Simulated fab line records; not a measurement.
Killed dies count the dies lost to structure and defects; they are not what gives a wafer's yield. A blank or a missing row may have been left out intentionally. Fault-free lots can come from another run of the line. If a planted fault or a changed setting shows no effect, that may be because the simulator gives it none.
The tool behind it: which one? / flow gf180mcu / 7 lots, 21 wafers sampled, at 1 step of a route of 602

== WHAT THE GAUGES SHOWED, per wafer ==
GF_STI_THK_MEAS_22.
lot=L340; measured=day 2 18:47; on=filmMetro-04; STI_OXIDATION_01_THK (nm)=15.2 15.1 14.8
lot=L345; measured=day 3 17:32; on=filmMetro-04; STI_OXIDATION_01_THK (nm)=15.5 15.5 15.5
lot=L348; measured=day 4 07:35; on=filmMetro-04; STI_OXIDATION_01_THK (nm)=14.6 14.8 14.8
lot=L355; measured=day 5 19:02; on=filmMetro-04; STI_OXIDATION_01_THK (nm)=15.2 15.3 15.5
lot=L357; measured=day 6 05:29; on=filmMetro-04; STI_OXIDATION_01_THK (nm)=14.7 14.5 14.9
lot=L359; measured=day 6 16:14; on=filmMetro-02; STI_OXIDATION_01_THK (nm)=15.1 14.9 14.6
lot=L361; measured=day 7 06:29; on=filmMetro-01; STI_OXIDATION_01_THK (nm)=15.4 15.6 15.5

== TOOL THAT RAN EACH LOT (tool first, then ch and the chambers of the sampled wafers, then the start) ==
There is no process step in the record ahead of these readings.

== THE ANSWER, worked out from the rows above alone ==
Rule: the lots themselves supply what counts as usual. The widest of any qualifying gaps counts: lots, ordered by their means at a reading, are off when they make up no more than a third of the lots, leave a main group of 4 or more, and stand apart from it by 3 or more times the standard deviation of that group's means. If all means in a main group match to the digits the tables above print for the reading, that group is not used. Also off: a lot with no number at a reading for which 4 or more lots have one. Any other lot the step has rows for is counted as sound.
None of the lots is off at any reading shown; this tells nothing.

== WHAT WAS PUT IN BY THE SIMULATOR ==
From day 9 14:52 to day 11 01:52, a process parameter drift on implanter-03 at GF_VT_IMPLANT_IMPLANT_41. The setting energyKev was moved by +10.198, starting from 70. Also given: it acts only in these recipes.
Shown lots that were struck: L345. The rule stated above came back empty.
